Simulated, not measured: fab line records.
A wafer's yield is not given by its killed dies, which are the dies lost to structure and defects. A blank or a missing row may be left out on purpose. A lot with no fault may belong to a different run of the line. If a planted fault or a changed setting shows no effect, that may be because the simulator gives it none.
A lot that was struck, set against a sound lot	flow sky130	22 out of 708 route steps
Sound: the wafers L386.1, L386.2, L386.3. Wafers struck: L395.1, L395.4, L395.5. At the end, the cause is stated.
Per side, at each step with rows, come the tool, then ch with its chambers, and then its first start. Under that, the readings that differ: sound wafers	struck wafers	difference of the means	sigmas: that difference in standard deviations of wafers without a fault.
alike: readings whose means differ by less than 2 such deviations, and words and numbers that are the same on both sides. not compared: withheld readings, readings that some wafer has no value for, bounds like >300 that may hide the same value, and numbers for which the record gives no deviation and whose values overlap.
The two part at a step that has a row with sigmas, a row that says differs or no value, or rows on one side only. Numbers that don't overlap but have no deviation are shown without sigmas and don't part them. Lack of a reading on every wafer of one side parts them only where that side has two or more wafers.

SKY_METAL3_SPUTTER_00: material Ti, target thk 15 nm, time 9.789 s.
  sound on pvd-sputter-02 at day 36 20:01; struck on pvd-sputter-04 at day 39 15:59
  alike: throttle-valve-pct
SKY_METAL3_SPUTTER_01: material TiN, target thk 20 nm, time 16.7 s.
  sound on pvd-sputter-02 at day 36 20:02; struck on pvd-sputter-04 at day 39 16:01
  alike: throttle-valve-pct
then, 1 step without rows for these wafers: SKY_METAL3_SPUTTER_02 (material AlCu, target thk 735 nm, time 39.1 s).
SKY_METAL3_SPUTTER_03: material Ti, target thk 5 nm, time 3.3 s.
  sound on pvd-sputter-02 at day 36 20:06; struck on pvd-sputter-04 at day 39 16:04
  alike: throttle-valve-pct
SKY_METAL3_SPUTTER_04: material TiN, target thk 70 nm, time 58.3 s.
  sound on pvd-sputter-02 at day 36 20:07; struck on pvd-sputter-04 at day 39 16:05
  alike: throttle-valve-pct
then, 1 step without rows for these wafers: SKY_CAPM_CVD_00 (deposits SiO2, target thk 15.5 nm).
SKY_CAPM_THK_MEAS_01:
  sound on film-metro-04 at day 36 20:11; struck on film-metro-01 at day 39 16:10
  alike: CAPM_CVD_00_THK
SKY_CAPM_SPUTTER_02: material TiN, target thk 200 nm, time 166.7 s.
  sound on pvd-sputter-04 at day 36 20:15; struck on pvd-sputter-02 at day 39 16:13
  alike: throttle-valve-pct
SKY_CAPM_RS_MEAS_03: the measuring method here is four-point-probe.
  sound on film-metro-02 at day 36 20:21; struck on film-metro-02 at day 39 16:20
reading	sound	struck	difference	sigmas
CAPM_TIN_RS (ohm/sq)	6.91 6.87 6.90	7.05 7.08 6.99	+0.15	+2
SKY_CAPM_THK_MEAS_04: measures by xrf.
  sound on film-metro-02 at day 36 20:28; struck on film-metro-02 at day 39 16:27
  alike: CAPM_TIN_THK
then, 2 steps without rows for these wafers: SKY_CAPM_DEHYDRATE_05 (time 60 s); SKY_CAPM_HMDS_06 (prime time 60 s).
SKY_CAPM_COAT_07: resist thk 1140 nm.
  sound on litho-track-01 ch 0, day 37 09:13; struck on litho-track-01 ch 0, day 40 04:28
reading	sound	struck	difference	sigmas
spin-speed-rpm (rpm)	3000.8 3002.8 2997.8	2912.4 2912.5 2912.1	-88.1	-40
model.NOVOLAK_of_CAPM_COAT_07.thk-nm (nm)	1138 1140 1137	1161 1159 1164	+23	
  alike: resist-line-temp-C
then, 4 steps without rows for these wafers: SKY_CAPM_SOFTBAKE_08 (time 60 s); SKY_CAPM_EXPOSE_09 (exposes mask CAPM, target cd 1000 nm); SKY_CAPM_PEB_10; SKY_CAPM_DEVELOP_11 (develop time 60 s).
SKY_CAPM_OVL_MEAS_12:
  sound on overlay-02 at day 37 22:47; struck on overlay-02 at day 40 16:17
reading	sound	struck	difference	sigmas
CAPM_OVL (nm)	1.0 -0.7 -2.1	2.7 2.5 2.2	+3.1	+2
SKY_CAPM_METAL_ETCH_13: etches TiN in Cl2/BCl3, stops on SiO2, target depth 220 nm, time 62.9 s.
  sound on rie-metal-04 ch 0,1, day 37 22:49; struck on rie-metal-02 ch 1, day 40 16:19
reading	sound	struck	difference	sigmas
model.NOVOLAK_of_CAPM_COAT_07.thk-nm (nm)	988.8 989.2 986.2	1012 1010 1016	+25	
  alike: chamber-pressure-mTorr, drypump-motor-current-A, oes-product-au, throttle-valve-pct
  not compared: rf-hours-counter-h
SKY_CAPM_STRIP_14: strips in O2/N2.
  sound on plasma-asher-04 ch 0,1, day 37 22:53; struck on plasma-asher-04 ch 1, day 40 16:23
reading	sound	struck	difference	sigmas
strip-time-to-endpoint-s (s)	12.61 12.61 12.56	12.80 12.76 12.83	+0.20	+4
  alike: chamber-pressure-mTorr, drypump-motor-current-A, n2-flow-sccm, oes-product-au
  not compared: rf-hours-counter-h
then, 1 step without rows for these wafers: SKY_CAPM_STRIP_15 (strips in post etch residue remover, time 1200 s).
SKY_PAD_OPEN_PROBE_99:
  the record holds rows for the sound wafers here (prober-01, day 46 06:12) but none for the struck ones

## WHERE THEY PART
Last at SKY_PAD_OPEN_PROBE_99 as far as this record goes, first at SKY_CAPM_RS_MEAS_03.

WHY: what the simulator had put in
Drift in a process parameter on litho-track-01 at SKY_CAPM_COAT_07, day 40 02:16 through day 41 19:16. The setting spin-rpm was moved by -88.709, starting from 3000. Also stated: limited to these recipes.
